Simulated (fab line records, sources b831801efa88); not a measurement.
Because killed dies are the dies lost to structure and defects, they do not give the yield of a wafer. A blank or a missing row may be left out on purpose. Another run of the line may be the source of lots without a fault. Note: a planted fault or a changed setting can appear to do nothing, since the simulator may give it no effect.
Which tool did it? + flow gf180mcu + Sampling: 11 lots, 33 wafers, 2 of 602 route steps

== WHAT THE GAUGES READ, wafer by wafer ==
GF_V4_RS_MEAS_24: measures by four-point-probe. Usual: V4_W_RS gives 0.328 ohm/sq (standard deviation 0.0032).
| lot  | measured     | on           | V4_W_RS (ohm/sq)  | flag |
|------|--------------|--------------|-------------------|------|
| L453 | day 24 09:37 | filmMetro-02 | 0.328 0.322 0.326 |      |
| L454 | day 24 19:10 | filmMetro-04 | 0.320 0.325 0.322 |      |
| L455 | day 25 07:21 | filmMetro-03 | 0.325 0.326 0.327 |      |
| L456 | day 25 17:24 | filmMetro-04 | 0.331 0.329 0.331 |      |
| L459 | day 27 03:41 | filmMetro-02 | 0.329 0.326 0.327 |      |
| L461 | day 27 10:31 | filmMetro-03 | 0.330 0.323 0.324 |      |
| L470 | day 30 04:10 | filmMetro-03 | 0.334 0.331 0.328 |      |
| L472 | day 30 09:44 | filmMetro-02 | 0.327 0.322 0.322 |      |
| L471 | day 30 14:10 | filmMetro-04 | 0.330 0.328 0.329 |      |
| L473 | day 30 22:37 | filmMetro-04 | 0.330 0.325 0.326 |      |
| L474 | day 31 02:35 | filmMetro-03 | 0.330 0.329 0.329 |      |

== TOOL THAT RAN EACH LOT (tool first, then ch and the chambers of the sampled wafers, then the start) ==
| lot  | GF_V4_CMP_04                  |
|------|-------------------------------|
| L453 | cmp-01 ch 0,1,2, day 23 09:06 |
| L454 | cmp-02 ch 0,1,3, day 23 19:31 |
| L455 | cmp-01 ch 0,2,3, day 24 08:01 |
| L456 | cmp-01 ch 0,2,3, day 24 18:23 |
| L459 | cmp-01 ch 0,1, day 26 05:49   |
| L461 | cmp-01 ch 0,1,2, day 26 12:41 |
| L470 | cmp-02 ch 1,3, day 29 08:26   |
| L472 | cmp-01 ch 1,2,3, day 29 14:05 |
| L471 | cmp-01 ch 0,1,3, day 29 19:05 |
| L473 | cmp-01 ch 0,2,3, day 30 03:17 |
| L474 | cmp-01 ch 0,3, day 30 07:57   |
- GF_V4_CMP_04: polishes SiO2.

== WHAT THE TOOLS THEMSELVES READ (means of the sampled wafers that have a number; where no wafer has one, the mark that the record gives instead) ==
GF_V4_CMP_04. Usual: motorCurrentA 11.3 A, standard deviation 1.2; timeToEndpointS 74 s, standard deviation 4.8.
| lot  | tool   | motorCurrentA (A) | timeToEndpointS (s) | flag |
|------|--------|-------------------|---------------------|------|
| L453 | cmp-01 | 11.2              | 75                  |      |
| L454 | cmp-02 | 11.9              | 69                  |      |
| L455 | cmp-01 | 10.8              | 72                  |      |
| L456 | cmp-01 | 11.0              | 75                  |      |
| L459 | cmp-01 | 12.1              | 75                  |      |
| L461 | cmp-01 | 11.1              | 81                  |      |
| L470 | cmp-02 | 11.9              | 76                  |      |
| L472 | cmp-01 | 11.7              | 77                  |      |
| L471 | cmp-01 | 11.3              | 73                  |      |
| L473 | cmp-01 | 10.4              | 69                  |      |
| L474 | cmp-01 | 10.6              | 74                  |      |

== THE ANSWER, worked out from the rows above alone ==
Rule: a lot counts as off when the mean over its wafers that have a number is more than 3 standard deviations away from the usual mean. Also off: a lot with no number at a reading for which 4 or more lots have one. All remaining lots with rows at the step are treated as sound. After the gauges, taken in route order, come the tools' own readings; for these a lot's mean is taken, as printed above. The first step at which some lot is off is used, and at that step the reading that is off furthest; a lot without a number counts as furthest.
Across all readings shown, no lot is off: no conclusion can be drawn from this.

== WHAT HAD BEEN PUT IN BY THE SIMULATOR ==
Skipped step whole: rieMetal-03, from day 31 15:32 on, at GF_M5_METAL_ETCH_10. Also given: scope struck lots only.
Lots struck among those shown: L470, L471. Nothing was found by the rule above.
